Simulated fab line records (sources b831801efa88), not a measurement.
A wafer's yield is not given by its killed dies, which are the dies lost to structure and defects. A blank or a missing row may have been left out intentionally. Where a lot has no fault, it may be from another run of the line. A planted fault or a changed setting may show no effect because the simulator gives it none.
fab line records | flow sky130 | part 2 of 2: steps 30 to 39 of 39
[record] lots = 5 | wafers = 15 | last-day = 50
route steps=708 shown NWELL@82 PWDE@84 VT_ADJUST_HVTP@85 VT_ADJUST_LVTN@97 VT_ADJUST_NCORE@119
lots that met no fault: from a run of the same line without faults
start-h: hours from the record's opening day to when the first of the lot's shown wafers began | wait-h: hours elapsed since this lot's preceding step | " the same as in the row above | L1.1+2: one row covering several wafers at once | - no value, or no start was given | * or withheld: withheld | < > ~ a bound
route shown NAME@n: NAME is a module with steps in the file, n the number in the route of the first one | usual: mean and standard deviation over wafers with no fault | same: alike in all rows | chamber/n: place in a boat | sites: readings site by site | _std_site: standard deviation of those values | _edge_site: the outer-site mean with the inner-site mean subtracted | radius-mm: for every site, how far away it sits from the centre of the wafer | mask NAME#n: copy n | behind: tool/chamber where the wafer was last shaped | hold: the reason the lot was held/the length of the hold in hours/how it ended | device: the n, p or np transistor that did not switch | end of line: the tests these same wafers got at the end of their route | where a step has no rows: the recipe by itself | killed: dies that structure and defects cost at the first sort, which is not the same as the wafer's yield | map: a wafer's dies, x killed, . not, _ none there
set.NAME: the setting as run; set.NAME@STEP: as run at that earlier step | model.NAME: the simulator's own value behind a step, which no gauge read
lots seen at some steps along the route; tables by step, rows by wafer
services: the hour from which a tool's chamber was out of use, counted from the record's first day as start-h (under 0 if before that day), plus the number of hours and why
[[steps]]
[step SKY_VT_ADJUST_LVTN_EXPOSE_15]
[recipe] mask-id = HVN_STD_DERIVED | na = 0.6 | source-shape = conventional | sigma-outer = 0.6 | polarization = unpolarized | target-cd-nm = 600 | dose-mj = 163
[usual] focus-offset-nm = -0.1/0.55 | stage-vel-mm-s = 500.07/0.25
[same] sigma-outer = 0.6
lot.wafer | tool             | chamber | start-h | wait-h | mask              | focus-offset-nm | stage-vel-mm-s
L076.1    | iline-stepper-02 | 0       | -       | -      | HVN_STD_DERIVED#0 | -0.2            | 500.23
L076.4    | "                | 0       | "       | "      | HVN_STD_DERIVED#0 | 0.2             | 500.26
L076.6    | "                | 0       | "       | "      | HVN_STD_DERIVED#0 | 0.4             | 500.54
L081.1    | iline-stepper-02 | 0       | -       | -      | HVN_STD_DERIVED#0 | -0.6            | 499.97
L081.3    | "                | 0       | "       | "      | HVN_STD_DERIVED#0 | -0.5            | 499.79
L081.5    | "                | 0       | "       | "      | HVN_STD_DERIVED#0 | 0.4             | 499.80
L090.3    | iline-stepper-01 | 0       | -       | -      | HVN_STD_DERIVED#0 | 0.2             | 499.90
L090.5    | "                | 0       | "       | "      | HVN_STD_DERIVED#0 | -0.4            | 499.84
L090.6    | "                | 0       | "       | "      | HVN_STD_DERIVED#0 | -0.5            | 500.04
L095.1    | iline-stepper-01 | 0       | -       | -      | HVN_STD_DERIVED#0 | 1.0             | 500.53
L095.4    | "                | 0       | "       | "      | HVN_STD_DERIVED#0 | -0.1            | 500.28
L095.5    | "                | 0       | "       | "      | HVN_STD_DERIVED#0 | -0.4            | 500.39
L097.1    | iline-stepper-01 | 0       | -       | -      | HVN_STD_DERIVED#0 | -0.3            | 500.10
L097.5    | "                | 0       | "       | "      | HVN_STD_DERIVED#0 | 0.0             | 500.06
L097.6    | "                | 0       | "       | "      | HVN_STD_DERIVED#0 | -0.5            | 500.08
[step SKY_VT_ADJUST_LVTN_PEB_16]
[recipe] temp-c = withheld | time-s = * | resist = NOVOLAK
lot.wafer  | tool           | chamber | start-h | wait-h
L076.1+4+6 | litho-track-03 | 0       | -       | -
L081.1+3+5 | litho-track-02 | 0       | -       | -
L090.3+5+6 | litho-track-01 | 0       | -       | -
L095.1+4+5 | litho-track-02 | 0       | -       | -
L097.1+5+6 | litho-track-01 | 0       | -       | -
[step SKY_VT_ADJUST_LVTN_DEVELOP_17]
[recipe] resist = NOVOLAK | developer = TMAH | develop-time-s = 60 | dev-temp-c = 23
lot.wafer  | tool           | chamber | start-h | wait-h
L076.1+4+6 | litho-track-03 | 0       | 182.96  | 0.1
L081.1+3+5 | litho-track-02 | 0       | 213.41  | 0.1
L090.3+5+6 | litho-track-01 | 0       | 270.49  | 0.1
L095.1+4+5 | litho-track-02 | 0       | 304.26  | 0.1
L097.1+5+6 | litho-track-01 | 0       | 314.64  | 0.1
[step SKY_VT_ADJUST_LVTN_OVL_MEAS_18]
[usual] VT_ADJUST_LVTN_01_OVL = -0.3/1.9
lot.wafer | tool       | chamber | start-h | wait-h | VT_ADJUST_LVTN_01_OVL[nm]
L076.1    | overlay-02 | -       | 183.11  | 0.1    | -0.8
L076.4    | "          | -       | "       | "      | -0.4
L076.6    | "          | -       | "       | "      | -0.9
L081.1    | overlay-01 | -       | 213.56  | 0.1    | -0.6
L081.3    | "          | -       | "       | "      | 1.0
L081.5    | "          | -       | "       | "      | -3.1
L090.3    | overlay-02 | -       | 270.61  | 0.1    | 1.4
L090.5    | "          | -       | "       | "      | 1.4
L090.6    | "          | -       | "       | "      | 0.6
L095.1    | overlay-02 | -       | 304.41  | 0.1    | 0.3
L095.4    | "          | -       | "       | "      | 1.7
L095.5    | "          | -       | "       | "      | 1.7
L097.1    | overlay-01 | -       | 314.79  | 0.1    | -3.6
L097.5    | "          | -       | "       | "      | -2.6
L097.6    | "          | -       | "       | "      | -2.3
[step SKY_VT_ADJUST_LVTN_IMPLANT_19]
[recipe] species = B | energy-kev = 30 | dose-cm2 = 6.5e+11 | tilt-deg = withheld
[usual] end-station-pressure-torr = 5.03e-06/2.8e-07 | faraday-current-uA = 3.67/0.069
lot.wafer | tool         | chamber | start-h | wait-h | end-station-pressure-torr | faraday-current-uA
L076.1    | implanter-03 | 0       | 183.15  | 0.0    | 5.21e-06                  | 3.75
L076.4    | "            | 0       | "       | "      | 5e-06                     | 3.75
L076.6    | "            | 0       | "       | "      | 5.13e-06                  | 3.58
L081.1    | implanter-04 | 0       | 213.59  | 0.0    | 4.89e-06                  | 3.89
L081.3    | "            | 0       | "       | "      | 5.16e-06                  | 3.76
L081.5    | "            | 0       | "       | "      | 4.56e-06                  | 3.63
L090.3    | implanter-03 | 0       | 270.71  | 0.1    | 5.15e-06                  | 3.71
L090.5    | "            | 0       | "       | "      | 5.13e-06                  | 3.72
L090.6    | "            | 0       | "       | "      | 5.05e-06                  | 3.74
L095.1    | implanter-04 | 0       | 305.53  | 1.1    | 4.99e-06                  | 3.74
L095.4    | "            | 0       | "       | "      | 4.83e-06                  | 3.54
L095.5    | "            | 0       | "       | "      | 4.83e-06                  | 3.59
L097.1    | implanter-04 | 0       | 314.83  | 0.0    | 4.75e-06                  | 3.71
L097.5    | "            | 0       | "       | "      | 4.58e-06                  | 3.59
L097.6    | "            | 0       | "       | "      | 5.28e-06                  | 3.78
[step SKY_VT_ADJUST_LVTN_STRIP_20]
[recipe] chemistry = O2/N2 | power-w = 1400 | pressure-mtorr = 1500 | platen-temp-c = withheld | o2-flow-sccm = 3000 | n2-flow-sccm = 300 | overash-fraction = 0.5
[usual] drypump-motor-current-A = 5.9/0.55 | o2-flow-sccm = 3000/8.9 | oes-product-au = 0.716/0.0041 | strip-time-to-endpoint-s = 14.19/0.037
lot.wafer | tool            | chamber | start-h | wait-h | drypump-motor-current-A | o2-flow-sccm | oes-product-au | rf-hours-counter-h | strip-time-to-endpoint-s
L076.1    | plasma-asher-04 | 1       | 183.30  | 0.1    | 5.2                     | 3007         | 0.720          | 48                 | 14.15
L076.4    | "               | 0       | "       | "      | 6.3                     | 3007         | 0.705          | -                  | 14.19
L076.6    | "               | 0       | "       | "      | 6.3                     | 3003         | 0.714          | -                  | 14.16
L081.1    | plasma-asher-01 | 0       | 213.74  | 0.1    | 5.2                     | 3007         | 0.717          | 9                  | 14.20
L081.3    | "               | 0       | "       | "      | 5.2                     | 2998         | 0.716          | -                  | 14.18
L081.5    | "               | 1       | "       | "      | 5.7                     | 2997         | 0.720          | -                  | 14.21
L090.3    | plasma-asher-04 | 1       | 270.85  | 0.1    | 5.2                     | 2995         | 0.717          | -                  | 14.18
L090.5    | "               | 0       | "       | "      | 6.3                     | 3006         | 0.712          | -                  | 14.16
L090.6    | "               | 1       | "       | "      | 5.2                     | 2993         | 0.719          | -                  | 14.14
L095.1    | plasma-asher-01 | 1       | 305.68  | 0.1    | 5.7                     | 3010         | 0.717          | 18                 | 14.20
L095.4    | "               | 1       | "       | "      | 5.7                     | 3000         | 0.719          | -                  | 14.20
L095.5    | "               | 0       | "       | "      | 5.2                     | 3001         | 0.713          | -                  | 14.13
L097.1    | plasma-asher-04 | 0       | 314.98  | 0.1    | 6.3                     | 3015         | 0.718          | 61                 | 14.21
L097.5    | "               | 1       | "       | "      | 5.2                     | 3000         | 0.711          | -                  | 14.17
L097.6    | "               | 0       | "       | "      | 6.3                     | 3011         | 0.718          | -                  | 14.20
[step SKY_VT_ADJUST_LVTN_TW_MEAS_21]
[usual] VT_ADJUST_LVTN_2_TW = 188.0/1.5
lot.wafer | tool          | chamber | start-h | wait-h | VT_ADJUST_LVTN_2_TW
L076.1    | film-metro-04 | -       | 183.40  | 0.1    | 187.0
L076.4    | "             | -       | "       | "      | 186.4
L076.6    | "             | -       | "       | "      | 188.2
L081.1    | film-metro-04 | -       | 213.84  | 0.1    | 191.2
L081.3    | "             | -       | "       | "      | 192.1
L081.5    | "             | -       | "       | "      | 190.4
L090.3    | film-metro-04 | -       | 270.93  | 0.1    | 189.3
L090.5    | "             | -       | "       | "      | 189.2
L090.6    | "             | -       | "       | "      | 188.7
L095.1    | film-metro-03 | -       | 305.78  | 0.1    | 187.7
L095.4    | "             | -       | "       | "      | 188.1
L095.5    | "             | -       | "       | "      | 187.7
L097.1    | film-metro-04 | -       | 315.08  | 0.1    | 190.3
L097.5    | "             | -       | "       | "      | 190.9
L097.6    | "             | -       | "       | "      | 191.1
[step SKY_VT_ADJUST_NCORE_DEHYDRATE_00]
[recipe] temp-c = 200 | time-s = 60
lot.wafer  | tool           | chamber | start-h | wait-h
L076.1+4+6 | litho-track-03 | 0       | 193.41  | 10.0
L081.1+3+5 | litho-track-01 | 0       | 224.19  | 10.3
L090.3+5+6 | litho-track-03 | 0       | 280.81  | 9.9
L095.1+4+5 | litho-track-04 | 0       | 318.28  | 12.5
L097.1+5+6 | litho-track-04 | 0       | 327.62  | 12.5
[step SKY_VT_ADJUST_NCORE_HMDS_01]
[recipe] prime-time-s = 60 | prime-temp-c = 120
lot.wafer  | tool           | chamber | start-h | wait-h
L076.1+4+6 | litho-track-03 | 0       | 193.56  | 0.1
L081.1+3+5 | litho-track-01 | 0       | 224.34  | 0.1
L090.3+5+6 | litho-track-03 | 0       | 280.96  | 0.1
L095.1+4+5 | litho-track-04 | 0       | 318.43  | 0.1
L097.1+5+6 | litho-track-04 | 0       | 327.77  | 0.1
[step SKY_VT_ADJUST_NCORE_COAT_02]
[recipe] resist = NOVOLAK | spin-rpm = 3000 | resist-thk-nm = 1140
[usual] dispense-pressure-kPa = 49/3.4
lot.wafer | tool           | chamber | start-h | wait-h | dispense-pressure-kPa
L076.1    | litho-track-03 | 0       | 193.71  | 0.1    | 54
L076.4    | "              | 0       | "       | "      | 54
L076.6    | "              | 0       | "       | "      | 54
L081.1    | litho-track-01 | 0       | 224.49  | 0.1    | 46
L081.3    | "              | 0       | "       | "      | 46
L081.5    | "              | 0       | "       | "      | 46
L090.3    | litho-track-03 | 0       | 281.11  | 0.1    | 54
L090.5    | "              | 0       | "       | "      | 54
L090.6    | "              | 0       | "       | "      | 54
L095.1    | litho-track-04 | 0       | 318.58  | 0.1    | 52
L095.4    | "              | 0       | "       | "      | 52
L095.5    | "              | 0       | "       | "      | 52
L097.1    | litho-track-04 | 0       | 327.93  | 0.1    | 52
L097.5    | "              | 0       | "       | "      | 52
L097.6    | "              | 0       | "       | "      | 52
[[services]]
tool             | chamber | start-h | hours | kind
plasma-asher-01  | -       | 108.75  | 9.0   | pm
litho-track-01   | -       | 120.61  | -     | consumable-replace:filter
plasma-asher-04  | -       | 120.87  | 2.1   | repair
implanter-01     | -       | 134.44  | 6.7   | repair
iline-stepper-01 | -       | 143.99  | 1.7   | pm
implanter-04     | -       | 151.28  | 4.8   | repair
implanter-01     | -       | 167.12  | 2.8   | pm
implanter-02     | -       | 169.09  | 3.4   | pm
iline-stepper-01 | 0       | 173.86  | -     | calibration
iline-stepper-02 | -       | 197.38  | 1.7   | pm
implanter-01     | -       | 197.61  | 2.2   | pm
iline-stepper-01 | -       | 208.76  | 3.0   | repair
implanter-04     | -       | 219.23  | 4.1   | repair
implanter-04     | -       | 223.14  | 1.9   | repair
implanter-02     | -       | 238.41  | 2.7   | repair
plasma-asher-04  | -       | 240.41  | 1.6   | repair
implanter-03     | -       | 253.16  | 0.8   | repair
plasma-asher-02  | -       | 257.47  | 1.8   | repair
implanter-01     | -       | 268.44  | 1.3   | repair
iline-stepper-02 | -       | 274.83  | 2.1   | pm
implanter-03     | -       | 291.08  | 93.0  | pm
iline-stepper-02 | -       | 305.39  | 2.1   | repair
implanter-01     | -       | 312.76  | 5.8   | pm
implanter-04     | -       | 320.11  | 2.6   | pm
